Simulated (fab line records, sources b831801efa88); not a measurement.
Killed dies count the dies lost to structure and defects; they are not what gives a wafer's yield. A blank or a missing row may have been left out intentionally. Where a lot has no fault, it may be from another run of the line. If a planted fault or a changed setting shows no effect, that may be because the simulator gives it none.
Struck lot and sound lot, side by side :: flow sky130 :: 15 out of 708 route steps
Sound: the wafers L930.1, L930.2, L930.3. Struck: wafer L935.5. (L935.6 of the same lot was not struck and is left out.) The cause comes at the end.
Order at every step that has rows: each side's tool, ch and its chambers, its first start. Under that, the readings that differ: sound wafers :: struck wafers :: difference of the means :: sigmas: that difference in standard deviations of wafers without a fault.
alike: readings whose means differ by less than 2 such deviations, and words and numbers that are the same on both sides. not compared: withheld readings, readings that some wafer has no value for, bounds like >300 that may hide the same value, and numbers for which the record gives no deviation and whose values overlap.
Wherever a step has rows on one side only, a row that says differs or no value, or a row with sigmas, the two part there. Numbers that don't overlap but have no deviation are shown without sigmas and don't part them. A reading that every wafer of one side lacks parts them only if that side has two wafers or more.

SKY_CONTACT_ETCH_17: etches SiO2 in C4F8/O2/Ar, stops on Si3N4, target depth 340 nm.
  sound on rie-diel-01 ch 0,2,3, day 34 14:54; struck on rie-diel-04 ch 2, day 36 09:15
  alike: oes-product-au
then, 1 step without rows for these wafers: SKY_CONTACT_ETCH_18 (etches Si3N4 in CHF3/O2, stops on TiN, time 39 s, target depth 75 nm).
SKY_CONTACT_STRIP_19: strips in O2/N2.
  sound on plasma-asher-01 ch 0,1, day 34 14:59; struck on plasma-asher-04 ch 1, day 36 09:23
reading: drypump-motor-current-A (A)
sound: 5.4 5.5 5.4
struck: 6.4
difference: +1.0
sigmas: +3
  alike: oes-product-au, strip-time-to-endpoint-s
  not compared: rf-hours-counter-h
then, 3 steps without rows for these wafers: SKY_CONTACT_STRIP_20 (strips in post etch residue remover, time 1200 s); SKY_CONTACT_CLEAN_21 (cleans in IPA, time 180 s); SKY_CONTACT_CLEAN_22 (cleans in O3/DIW).
SKY_CONTACT_SPUTTER_23: material TiN, target thk 20 nm, time 80 s.
  struck on pvd-sputter-01, day 36 09:58; sound on pvd-sputter-01, day 34 15:41
  alike: throttle-valve-pct
SKY_CONTACT_CVD_24: deposits W, target thk 340 nm, time 102.12 s.
  sound on cvd-w-02 ch 0,1, day 34 15:44; struck on cvd-w-02 ch 1, day 36 10:04
  alike: heater-power-w
SKY_CONTACT_RS_MEAS_25: measurement is done with a four-point probe.
  struck on film-metro-01, day 36 10:11; sound on film-metro-01, day 34 15:51
  alike: CONTACT_W_RS
SKY_CONTACT_THK_MEAS_26: measures by xrf.
  struck on film-metro-01, day 36 10:16; sound on film-metro-01, day 34 15:58
  alike: CONTACT_W_THK
then, 2 steps without rows for these wafers: SKY_CONTACT_CMP_27 (polishes, stops on SiO2, t overpolish 15 s, target thk 0 nm); SKY_METAL1_SPUTTER_00 (material Ti, target thk 15 nm, time 10 s).
SKY_METAL1_SPUTTER_01: material TiN, target thk 20 nm, time 16.7 s.
  struck on pvd-sputter-04, day 36 10:37; sound on pvd-sputter-04, day 34 16:21
reading: model.TiN_of_METAL1_SPUTTER_01.thk-nm (nm)
sound: 20.15 20.01 19.9
struck: 21.99
difference: +1.97
sigmas: 
  alike: throttle-valve-pct
SKY_METAL1_SPUTTER_02: material AlCu, target thk 250 nm, time 13.3 s.
  struck on pvd-sputter-04, day 36 10:38; sound on pvd-sputter-04, day 34 16:23
  alike: throttle-valve-pct
SKY_PAD_OPEN_PROBE_99:
  rows exist in the record for the sound wafers here (prober-01, day 48 01:59), none for the struck ones

WHERE THEY PART
First at SKY_CONTACT_STRIP_19; last, within this record, at SKY_PAD_OPEN_PROBE_99.

WHY: what had been put in by the simulator
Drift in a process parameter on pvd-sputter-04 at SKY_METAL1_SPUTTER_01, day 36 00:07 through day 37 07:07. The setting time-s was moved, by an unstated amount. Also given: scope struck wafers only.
